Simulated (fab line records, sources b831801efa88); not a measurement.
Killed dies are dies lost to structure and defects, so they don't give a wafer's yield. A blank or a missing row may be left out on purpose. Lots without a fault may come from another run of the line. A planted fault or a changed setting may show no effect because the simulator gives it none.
fab line records | flow gf180mcu
record lots=13 wafers=39 last_day=34
route steps=602 shown NWELL@46 M4@460 V4@493
lots that met no fault: from a run of the same line without faults
start_h: hours from the record's first day to the start of the lot's first wafer shown | wait_h: hours since the lot's step before | " the same as in the row above | L1.1+2: a row that stands for several wafers | - no value, or no start given | * or withheld: withheld | < > ~ a bound
route shown NAME@n: a module of which the file shows steps, and the number in the route of the first | usual: mean/standard deviation of fault-free wafers | same: alike in all rows | chamber/n: place in a boat | sites: the reading at each site | _std_site: their standard deviation | _edge_site: outer sites' mean less inner sites' | radius_mm: how far each site lies from the wafer's centre | mask NAME#n: copy n | behind: the tool/chamber that last shaped the wafer | hold: why the lot was held/for how many hours/how that ended | device: the transistor (n, p or np) that didn't switch | end of line: the same wafers' tests at the end of the route | a step without rows: its recipe alone | killed: dies lost to structure and defects at the first sort, not the wafer's yield | map: a wafer's dies, x killed, . not, _ none there
set.NAME: the setting as run; set.NAME@STEP: as run at that earlier step | model.NAME: the simulator's own value behind a step, which no gauge read
steps of the route over a sample of lots; a table a step, a row a wafer
services: from which hour (start_h, from the record's first day; less than 0 if before it) a tool's chamber was out of use, for how many hours, and why
## steps
# step GF_NWELL_EXPOSE_04
# recipe mask_id=Nwell target_cd_nm=860 na=0.6 source_shape=conventional sigma_outer=0.6 dose_mj=260
# usual reticle_temp_C=22.99/0.11
# columns lot.wafer tool chamber start_h wait_h mask reticle_temp_C
L589.2 iline_stepper-02 0 49.17 - Nwell#0 22.92
L589.3 " 0 " " Nwell#0 23.15
L589.5 " 0 " " Nwell#0 23.05
L591.1 iline_stepper-02 0 60.97 - Nwell#0 23.02
L591.3 " 0 " " Nwell#0 22.84
L591.4 " 0 " " Nwell#0 22.85
L592.1 iline_stepper-01 0 64.63 - Nwell#0 23.01
L592.2 " 0 " " Nwell#0 23.05
L592.4 " 0 " " Nwell#0 23.10
L593.3 iline_stepper-02 0 70.30 - Nwell#0 22.79
L593.4 " 0 " " Nwell#0 22.97
L593.5 " 0 " " Nwell#0 22.92
L594.1 iline_stepper-02 0 75.17 - Nwell#0 22.87
L594.3 " 0 " " Nwell#0 22.85
L594.5 " 0 " " Nwell#0 22.84
L596.2 iline_stepper-01 0 85.84 - Nwell#0 23.08
L596.4 " 0 " " Nwell#0 22.96
L596.5 " 0 " " Nwell#0 22.95
L597.1 iline_stepper-01 0 91.50 - Nwell#0 22.94
L597.3 " 0 " " Nwell#0 23.08
L597.6 " 0 " " Nwell#0 23.00
L601.1 iline_stepper-01 0 115.42 - Nwell#0 22.98
L601.2 " 0 " " Nwell#0 22.86
L601.3 " 0 " " Nwell#0 22.97
L602.3 iline_stepper-02 0 117.92 - Nwell#0 22.92
L602.5 " 0 " " Nwell#0 22.98
L602.6 " 0 " " Nwell#0 22.98
L604.1 iline_stepper-01 0 130.46 - Nwell#0 22.98
L604.5 " 0 " " Nwell#0 22.94
L604.6 " 0 " " Nwell#0 22.87
L608.1 iline_stepper-02 0 153.31 - Nwell#0 23.05
L608.2 " 0 " " Nwell#0 23.05
L608.4 " 0 " " Nwell#0 22.94
L609.1 iline_stepper-02 0 156.21 - Nwell#0 23.34
L609.2 " 0 " " Nwell#0 23.21
L609.4 " 0 " " Nwell#0 23.03
L612.4 iline_stepper-01 0 174.21 - Nwell#0 22.80
L612.5 " 0 " " Nwell#0 22.75
L612.6 " 0 " " Nwell#0 22.94
# step GF_NWELL_OVL_MEAS_07
# usual NWELL_OVL=-0.9/1.3
# columns lot.wafer tool chamber start_h wait_h NWELL_OVL[nm]
L589.2 overlay-02 - 55.36 - -2.7
L589.3 " - " " -1.3
L589.5 " - " " -2.6
L591.1 overlay-01 - 67.52 - -2.1
L591.3 " - " " -1.1
L591.4 " - " " -0.9
L592.1 overlay-02 - 70.45 - -3.3
L592.2 " - " " -2.2
L592.4 " - " " -3.1
L593.3 overlay-01 - 76.82 - -0.3
L593.4 " - " " -1.2
L593.5 " - " " -2.9
L594.1 overlay-01 - 81.75 - -0.9
L594.3 " - " " -0.7
L594.5 " - " " -1.2
L596.2 overlay-01 - 92.56 - -3.3
L596.4 " - " " -3.3
L596.5 " - " " -2.7
L597.1 overlay-01 - 98.71 - -1.3
L597.3 " - " " -0.8
L597.6 " - " " -1.0
L601.1 overlay-02 - 122.47 - -0.2
L601.2 " - " " -0.6
L601.3 " - " " 1.4
L602.3 overlay-02 - 125.08 - 2.3
L602.5 " - " " 0.9
L602.6 " - " " 1.3
L604.1 overlay-01 - 137.56 - -0.7
L604.5 " - " " 1.7
L604.6 " - " " -0.1
L608.1 overlay-02 - 160.76 - -95.2
L608.2 " - " " -94.7
L608.4 " - " " -93.7
L609.1 overlay-02 - 164.46 - -92.2
L609.2 " - " " -91.8
L609.4 " - " " -92.5
L612.4 overlay-02 - 182.52 - -2.2
L612.5 " - " " -0.8
L612.6 " - " " 0.5
# step GF_M4_SPUTTER_04
# recipe material=TiN target_thk_nm=50 power_w=6500 time_s=41.7 chamber_pressure_pa=0.4
# usual throttle_valve_pct=30.4/0.78
# columns lot.wafer tool chamber start_h wait_h throttle_valve_pct
L589.2 pvd_sputter-04 - 513.66 0.0 29.8
L589.3 " - " " 31.1
L589.5 " - " " 30.3
L591.1 pvd_sputter-02 - 536.36 0.0 29.7
L591.3 " - " " 31.3
L591.4 " - " " 30.8
L592.1 pvd_sputter-03 - 539.24 0.0 30.5
L592.2 " - " " 32.1
L592.4 " - " " 29.6
L593.3 pvd_sputter-03 - 553.53 0.0 31.8
L593.4 " - " " 29.5
L593.5 " - " " 31.8
L594.1 pvd_sputter-04 - 555.37 0.0 30.6
L594.3 " - " " 31.0
L594.5 " - " " 30.8
L596.2 pvd_sputter-02 - 579.94 0.0 31.3
L596.4 " - " " 30.0
L596.5 " - " " 30.7
L597.1 pvd_sputter-04 - 584.10 0.0 30.7
L597.3 " - " " 30.7
L597.6 " - " " 29.9
L601.1 pvd_sputter-03 - 621.04 0.0 30.3
L601.2 " - " " 29.6
L601.3 " - " " 29.5
L602.3 pvd_sputter-03 - 625.75 0.0 31.8
L602.5 " - " " 29.4
L602.6 " - " " 29.5
L604.1 pvd_sputter-03 - 645.80 0.0 30.2
L604.5 " - " " 31.7
L604.6 " - " " 30.4
L608.1 pvd_sputter-04 - 668.85 0.0 29.8
L608.2 " - " " 30.9
L608.4 " - " " 30.1
L609.1 pvd_sputter-04 - 673.40 0.0 29.8
L609.2 " - " " 30.9
L609.4 " - " " 29.9
L612.4 pvd_sputter-03 - 693.36 0.0 31.8
L612.5 " - " " 29.6
L612.6 " - " " 31.9
# step GF_V4_ETCH_17
# recipe chemistry=C4F8/O2/Ar mask_material=KrF target=SiO2 stop_on=TiN source_w=1500 bias_w=1200 pressure_mtorr=40 c4f8_flow_sccm=withheld O2_flow_sccm=6 Ar_flow_sccm=300 time_s=withheld target_depth_a=6300
# usual chamber_pressure_mTorr=40.00/0.035 oes_product_au=0.856/0.004
# columns lot.wafer tool chamber start_h wait_h chamber_pressure_mTorr oes_product_au
L589.2 rie_diel-03 2 - - 40.04 0.857
L589.3 " 0 " " 39.99 0.849
L589.5 " 0 " " 39.97 0.852
L591.1 rie_diel-01 2 - - 40.02 0.856
L591.3 " 3 " " 39.98 0.858
L591.4 " 0 " " 39.95 0.859
L592.1 rie_diel-03 2 - - 40.01 0.854
L592.2 " 1 " " 39.93 0.851
L592.4 " 0 " " 40.02 0.857
L593.3 rie_diel-03 3 - - 40.01 0.857
L593.4 " 0 " " 40.01 0.856
L593.5 " 1 " " 39.99 0.855
L594.1 rie_diel-03 1 - - 40.09 0.855
L594.3 " 0 " " 39.98 0.847
L594.5 " 0 " " 39.99 0.854
L596.2 rie_diel-02 3 - - 40.01 0.850
L596.4 " 0 " " 40.00 0.858
L596.5 " 3 " " 39.94 0.858
L597.1 rie_diel-03 1 - - 39.95 0.852
L597.3 " 0 " " 40.02 0.859
L597.6 " 1 " " 40.01 0.856
L601.1 rie_diel-02 2 - - 40.05 0.852
L601.2 " 3 " " 39.99 0.853
L601.3 " 1 " " 40.01 0.850
L602.3 rie_diel-02 3 - - 39.97 0.858
L602.5 " 1 " " 39.99 0.863
L602.6 " 2 " " 40.01 0.861
L604.1 rie_diel-03 2 - - 40.00 0.857
L604.5 " 3 " " 39.97 0.855
L604.6 " 2 " " 40.01 0.855
L608.1 rie_diel-01 2 - - 40.09 0.861
L608.2 " 3 " " 40.01 0.858
L608.4 " 0 " " 40.01 0.859
L609.1 rie_diel-03 0 - - 39.97 0.856
L609.2 " 3 " " 40.09 0.854
L609.4 " 1 " " 39.96 0.857
L612.4 rie_diel-02 2 - - 39.99 0.854
L612.5 " 1 " " 39.99 0.853
L612.6 " 0 " " 40.00 0.852
# step GF_V4_RS_MEAS_24
# recipe thk_meas_gauge=four-point-probe reads=W_of_V4_CVD_23+TiN_of_V4_SPUTTER_22+Ti_of_V4_SPUTTER_21
# usual V4_W_RS=0.326/0.0034
# columns lot.wafer tool chamber start_h wait_h V4_W_RS[ohm/sq]
L589.2 film_metro-02 - 561.83 0.1 0.322
L589.3 " - " " 0.324
L589.5 " - " " 0.320
L591.1 film_metro-03 - 583.91 0.1 0.328
L591.3 " - " " 0.333
L591.4 " - " " 0.333
L592.1 film_metro-03 - 586.73 0.1 0.326
L592.2 " - " " 0.326
L592.4 " - " " 0.324
L593.3 film_metro-01 - 599.01 0.1 0.326
L593.4 " - " " 0.331
L593.5 " - " " 0.327
L594.1 film_metro-01 - 600.96 0.1 0.326
L594.3 " - " " 0.327
L594.5 " - " " 0.324
L596.2 film_metro-02 - 624.93 0.1 0.327
L596.4 " - " " 0.324
L596.5 " - " " 0.321
L597.1 film_metro-01 - 627.99 0.1 0.329
L597.3 " - " " 0.330
L597.6 " - " " 0.328
L601.1 film_metro-03 - 662.78 0.1 0.331
L601.2 " - " " 0.327
L601.3 " - " " 0.327
L602.3 film_metro-01 - 668.02 0.1 0.324
L602.5 " - " " 0.330
L602.6 " - " " 0.326
L604.1 film_metro-01 - 685.69 0.1 0.330
L604.5 " - " " 0.330
L604.6 " - " " 0.330
L608.1 film_metro-01 - 709.07 0.1 0.321
L608.2 " - " " 0.320
L608.4 " - " " 0.323
L609.1 film_metro-03 - 713.67 0.1 0.323
L609.2 " - " " 0.321
L609.4 " - " " 0.323
L612.4 film_metro-03 - 733.09 0.1 0.321
L612.5 " - " " 0.323
L612.6 " - " " 0.325
## services
# columns tool chamber start_h hours kind
pvd_sputter-03 - 44.62 4.7 repair
pvd_sputter-03 - 54.19 1.7 repair
iline_stepper-01 - 59.66 1.7 pm
iline_stepper-02 - 81.50 4.4 pm
iline_stepper-02 - 85.95 1.7 pm
pvd_sputter-03 - 92.01 2.5 repair
pvd_sputter-03 - 94.23 2.6 repair
pvd_sputter-03 - 102.98 2.9 repair
rie_diel-03 - 108.12 2.8 pm
rie_diel-03 1 111.01 3.8 repair
rie_diel-03 - 112.94 0.1 repair
pvd_sputter-03 - 151.78 1.6 repair
rie_diel-03 1 204.13 18.1 repair
pvd_sputter-03 - 210.10 8.2 repair
iline_stepper-01 - 277.90 1.7 pm
iline_stepper-02 - 302.56 1.7 pm
iline_stepper-01 - 359.32 4.4 pm
rie_diel-03 - 390.75 14.6 pm
pvd_sputter-03 - 450.82 2.4 repair
iline_stepper-02 - 519.28 12.2 repair
iline_stepper-02 - 531.44 1.7 pm
iline_stepper-02 - 596.69 3.1 repair
iline_stepper-02 - 597.19 16.5 repair
rie_diel-03 0 605.16 2.4 repair
## key
first_sign step=GF_NWELL_OVL_MEAS_07 reading=NWELL_OVL direction=down sigmas=69 usual=-0.9 struck=-93.3
effect none on later readings
met_at GF_NWELL_EXPOSE_04
struck_lots L608,L609
tester_left_out L608,L609
not_acting_at GF_M4_SPUTTER_04,GF_V4_ETCH_17,GF_V4_RS_MEAS_24
onset_between 117.92 153.31
fault kind=scanner_matching_overlay tool=iline_stepper-02 chamber=- onset_h=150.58 steps=GF_NWELL_EXPOSE_04 offset=-92.111
# tester_left_out: of these lots the tester's yield and bins aren't shown, on N5 and GAA mostly nor the transistor test; their killed dies are dies lost to structure and defects alone, not to doping, threshold or leakage, so they don't give the yield
